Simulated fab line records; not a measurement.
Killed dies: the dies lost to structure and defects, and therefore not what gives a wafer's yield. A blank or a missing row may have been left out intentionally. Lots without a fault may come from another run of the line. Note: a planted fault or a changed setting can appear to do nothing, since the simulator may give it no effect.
Problem report in the 8D (eight disciplines) form, filled by code ; flow gf180mcu ; the parts of the form that need people (team, actions taken, sign-off) are left out

## 1. WHAT IS WRONG
Wafers without a fault read 140.0 W, standard deviation 0.43; bias w at GF_MIM_METAL_ETCH_19 reads a mean of 114.5 W on 9 wafers belonging to 3 lots. That puts it -59 standard deviations away from the usual mean.
The step: etches the open film in Cl2/BCl3, stops on Si3N4, target depth 324.5 nm, time 54.1 s.
First observed at day 30 06:13: wafer L577.4, on rie metal-03. The record holds 21 wafers of 7 lots with a number at this step. Rule for "out" (also "out of limits"): further than 4 standard deviations from the usual mean. The rest of the wafers with a number are treated as sound.

## 2. WHAT IT IS, WHAT IT ISN'T
question;is;is not
which readings at this step;bias w;drypump motor current A
which lots;L577, L578, L581;L571, L572, L583, L584
which wafers of those lots;all that have a number;-
read on which tools;rie metal-03;rie metal-01, rie metal-04
when;from day 30 06:13;"up to then (6 sound wafers); but 6 sound wafers of L583, L584 came after"

## 3. THE SUSPECTS, EACH WITH WHAT RULES IT OUT
Counting: a tool at a process step up to the reading stays a suspect if it ran every lot that is out and no sound lot after the first of them.
- rie metal-03 at GF_MIM_METAL_ETCH_19 (etches the open film in Cl2/BCl3, stops on Si3N4, target depth 324.5 nm, time 54.1 s): kept. It processed each lot that is out, first L577 at day 30 06:13, and no sound lot thereafter; up to then, the last sound lot it processed was L572 at day 28 13:12. Out on those wafers are its own readings of bias w.
The count leaves rie metal-03 at GF_MIM_METAL_ETCH_19.

## 4. THE CAUSE (what the simulator had put in)
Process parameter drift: rie metal-03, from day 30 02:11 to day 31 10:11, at GF_MIM_METAL_ETCH_19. The setting bias w was moved by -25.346, starting from 140. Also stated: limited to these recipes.
Only this tool survived the counting.

## 5. THE EFFECT CHAIN, in route order
Rows list readings where the struck wafers' mean (over those with a number) sits beyond 3 standard deviations from the usual. Scope: only readings with a usual standard deviation given in the record; hours: median across lots of the time from each lot's start at the first step in this table that gives one to its start at this step; sigmas: change in usual standard deviations.
hours;step;reading;usual;on struck wafers;change;sigmas
0;GF_MIM_METAL_ETCH_19;bias w;140.0 W;114.5;-25.5;-59
It contains these process steps:
- GF_MIM_METAL_ETCH_19: etches the open film in Cl2/BCl3, stops on Si3N4, target depth 324.5 nm, time 54.1 s.

## 6. WHAT WOULD HAVE CAUGHT IT SOONER
The fault began at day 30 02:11; the first out-of-limits reading in this record came at day 30 06:13, 4 hours later.
